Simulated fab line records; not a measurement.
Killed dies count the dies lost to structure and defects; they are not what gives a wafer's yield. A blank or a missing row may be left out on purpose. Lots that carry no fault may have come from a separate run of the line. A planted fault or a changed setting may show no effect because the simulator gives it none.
A struck lot beside a sound one ; flow sky130 ; 15 out of 708 route steps
Sound: the wafers L744.1, L744.4, L744.6. Struck: wafers L756.4, L756.5. The cause is named last.
For every step that has rows: the tool of each side, followed by ch and its chambers, followed by its first start. Under that, the readings that differ: sound wafers ; struck wafers ; difference of the means ; sigmas: that difference in standard deviations of wafers without a fault.
alike: readings whose means differ by less than 2 such deviations, and words and numbers that are the same on both sides. not compared: withheld readings, readings that some wafer has no value for, bounds like >300 that may hide the same value, and numbers for which the record gives no deviation and whose values overlap.
Wherever a step has rows on one side only, a row that says differs or no value, or a row with sigmas, the two part there. Numbers that don't overlap but have no deviation are shown without sigmas and don't part them. A reading missing from all wafers of one side parts the sides only when that side holds two or more wafers.

first, 4 steps without rows for these wafers: SKY_LDD_P_SOFTBAKE_03 (time 60 s); SKY_LDD_P_EXPOSE_04 (exposes mask PSDM, target cd 380 nm); SKY_LDD_P_PEB_05; SKY_LDD_P_DEVELOP_06 (develop time 60 s).
SKY_LDD_P_CD_MEAS_07: the cd target is 380 nm.
  sound on cdSem-02, day 22 07:37; struck on cdSem-02, day 26 03:04
  alike: cdNm
SKY_LDD_P_OVL_MEAS_08:
  sound on overlay-02, day 22 07:44; struck on overlay-01, day 26 03:08
  alike: LDD_P_OVL
then, 1 step without rows for these wafers: SKY_LDD_P_IMPLANT_09.
SKY_LDD_P_STRIP_10: strips in O2/N2.
  sound on plasmaAsher-03 ch 0,1, day 22 07:55; struck on plasmaAsher-03 ch 0,1, day 26 03:20
reading;sound;struck;difference;sigmas
stripTimeToEndpointS (s);14.15 14.14 14.14;14.22 14.25;+0.09;+2
  alike: drypumpMotorCurrentA, o2FlowSccm, oesProductAu
  not compared: rfHoursCounterH
SKY_LDD_P_TW_MEAS_11:
  sound on filmMetro-03, day 22 08:01; struck on filmMetro-02, day 26 03:26
reading;sound;struck;difference;sigmas
LDD_P_TW;633 631 631;639 639;+7;+2
then, 3 steps without rows for these wafers: SKY_LDD_HVN_DEHYDRATE_00 (time 60 s); SKY_LDD_HVN_HMDS_01 (prime time 60 s); SKY_LDD_HVN_COAT_02 (resist thk 300 nm).
SKY_LDD_HVN_SOFTBAKE_03: time 60 s.
  sound on lithoTrack-02 ch 0, day 22 19:16; struck on lithoTrack-02 ch 0, day 26 16:30
reading;sound;struck;difference;sigmas
heaterPowerTotalW (W);56.64 56.58 56.66;58.05 58.11;+1.45;+36
runLengthS (s);89.35 89.56 89.44;85.19 85.01;-4.35;-24
then, 1 step without rows for these wafers: SKY_LDD_HVN_EXPOSE_04 (exposes mask HVNTM, target cd 700 nm).
-- a jump in the record: the struck wafers' starts before and after are 23 days apart (it breaks off in module LDD_HVN and resumes in module PAD_OPEN, where the first step shown is number 708 of the route) --
SKY_PAD_OPEN_PROBE_99:
  sound on prober-02, day 47 17:29; struck on prober-01, day 50 00:12
  alike: killed_at_M0_to_M3, killed_at_M4_up, killedAtContacts, killedAtFrontEnd, killedAtOther, killedDies, killedOpen, killedShort

## WHERE THEY PART
First at SKY_LDD_P_STRIP_10; last, within this record, at SKY_LDD_HVN_SOFTBAKE_03. Later steps at which nothing parts them and some readings are alike: SKY_PAD_OPEN_PROBE_99.

WHY: what had been put in by the simulator
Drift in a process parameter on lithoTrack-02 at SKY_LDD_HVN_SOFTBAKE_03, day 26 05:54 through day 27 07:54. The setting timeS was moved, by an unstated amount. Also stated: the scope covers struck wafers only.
